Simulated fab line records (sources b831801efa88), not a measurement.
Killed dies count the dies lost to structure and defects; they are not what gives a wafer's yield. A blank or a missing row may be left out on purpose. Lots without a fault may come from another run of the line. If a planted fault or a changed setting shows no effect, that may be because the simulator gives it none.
Comparing a struck lot with a sound one | flow gf180mcu | 22 out of 602 route steps
Sound: the wafers L602.1, L602.2, L602.3. Struck: wafer L605.3. (L605.1, L605.5 of the same lot were not struck and are left out.) The cause comes at the end.
Order at every step that has rows: each side's tool, ch and its chambers, its first start. Under that, the readings that differ: sound wafers | struck wafers | difference of the means | sigmas: that difference in standard deviations of wafers without a fault.
alike: same words and numbers on both sides, and readings whose means sit less than 2 such deviations apart. not compared: any withheld reading, any reading some wafer has no value for, any bound like >300 that may hide the same value, and any number with overlapping values for which the record gives no deviation.
A row with sigmas, a row that says differs or no value, or rows on one side alone: a step with any of these is where the two part. Numbers that have no deviation but don't overlap get no sigmas and don't part them. A reading missing from all wafers of one side parts the sides only when that side holds two or more wafers.

first, 6 steps without rows for these wafers: GF_VT_IMPLANT_HMDS_23 (prime time 60 s); GF_VT_IMPLANT_COAT_24 (resist thk 1000 nm); GF_VT_IMPLANT_SOFTBAKE_25 (time 60 s); GF_VT_IMPLANT_EXPOSE_26 (exposes mask LVPWELL HV AREA, target cd 860 nm); GF_VT_IMPLANT_PEB_27; GF_VT_IMPLANT_DEVELOP_28 (develop time 60 s).
GF_VT_IMPLANT_OVL_MEAS_29:
  struck on overlay-02, day 12 03:44; sound on overlay-02, day 11 01:14
  alike: VT_IMPLANT_02_OVL
then, 1 step without rows for these wafers: GF_VT_IMPLANT_IMPLANT_30.
GF_VT_IMPLANT_STRIP_31: strips in O2/N2.
  sound on plasmaAsher-04 ch 0,1, day 11 01:26; struck on plasmaAsher-04 ch 1, day 12 03:56
reading                  | sound             | struck | difference | sigmas
stripTimeToEndpointS (s) | 12.58 12.58 12.57 | 12.66  | +0.08      | +2
  alike: drypumpMotorCurrentA, heaterPowerW, oesProductAu
  not compared: rfHoursCounterH
GF_VT_IMPLANT_TW_MEAS_32:
  struck on filmMetro-02, day 12 04:02; sound on filmMetro-02, day 11 01:32
  alike: VT_IMPLANT_3_TW
then, 2 steps without rows for these wafers: GF_VT_IMPLANT_DEHYDRATE_33 (time 60 s); GF_VT_IMPLANT_HMDS_34 (prime time 60 s).
GF_VT_IMPLANT_COAT_35: resist thk 1000 nm.
  sound on lithoTrack-01 ch 0, day 11 10:16; struck on lithoTrack-01 ch 0, day 12 13:34
reading                                        | sound          | struck | difference | sigmas
model.NOVOLAK_of_VT_IMPLANT_COAT_35.thkNm (nm) | 1002 1004 1004 | 981.4  | -21.9      | 
then, 3 steps without rows for these wafers: GF_VT_IMPLANT_SOFTBAKE_36 (time 60 s); GF_VT_IMPLANT_EXPOSE_37 (exposes mask Nwell HV AREA, target cd 860 nm); GF_VT_IMPLANT_PEB_38.
GF_VT_IMPLANT_DEVELOP_39: develop time 60 s.
  sound on lithoTrack-04 ch 0, day 11 20:08; struck on lithoTrack-04 ch 0, day 12 23:35
reading                                        | sound          | struck | difference | sigmas
model.NOVOLAK_of_VT_IMPLANT_COAT_35.thkNm (nm) | 1002 1004 1004 | 981    | -22        | 
GF_VT_IMPLANT_OVL_MEAS_40:
  struck on overlay-01, day 12 23:44; sound on overlay-01, day 11 20:17
  alike: VT_IMPLANT_03_OVL
then, 1 step without rows for these wafers: GF_VT_IMPLANT_IMPLANT_41.
GF_VT_IMPLANT_STRIP_42: strips in O2/N2.
  sound on plasmaAsher-04 ch 0,1, day 11 20:29; struck on plasmaAsher-04 ch 0, day 12 23:56
reading                  | sound             | struck | difference | sigmas
stripTimeToEndpointS (s) | 12.65 12.68 12.67 | 12.41  | -0.26      | -9
  alike: drypumpMotorCurrentA, heaterPowerW, oesProductAu
  not compared: rfHoursCounterH
GF_VT_IMPLANT_TW_MEAS_43:
  struck on filmMetro-02, day 13 00:02; sound on filmMetro-04, day 11 20:35
reading         | sound       | struck | difference | sigmas
VT_IMPLANT_4_TW | 701 699 694 | 677    | -21        | -3
GF_PASSIVATION_PROBE_99:
  the record holds rows for the sound wafers here (prober-02, day 33 08:58) but none for the struck ones

== WHERE THEY PART ==
At GF_VT_IMPLANT_STRIP_31 first; at GF_PASSIVATION_PROBE_99 last (within this record only).

WHY: what the simulator had put in
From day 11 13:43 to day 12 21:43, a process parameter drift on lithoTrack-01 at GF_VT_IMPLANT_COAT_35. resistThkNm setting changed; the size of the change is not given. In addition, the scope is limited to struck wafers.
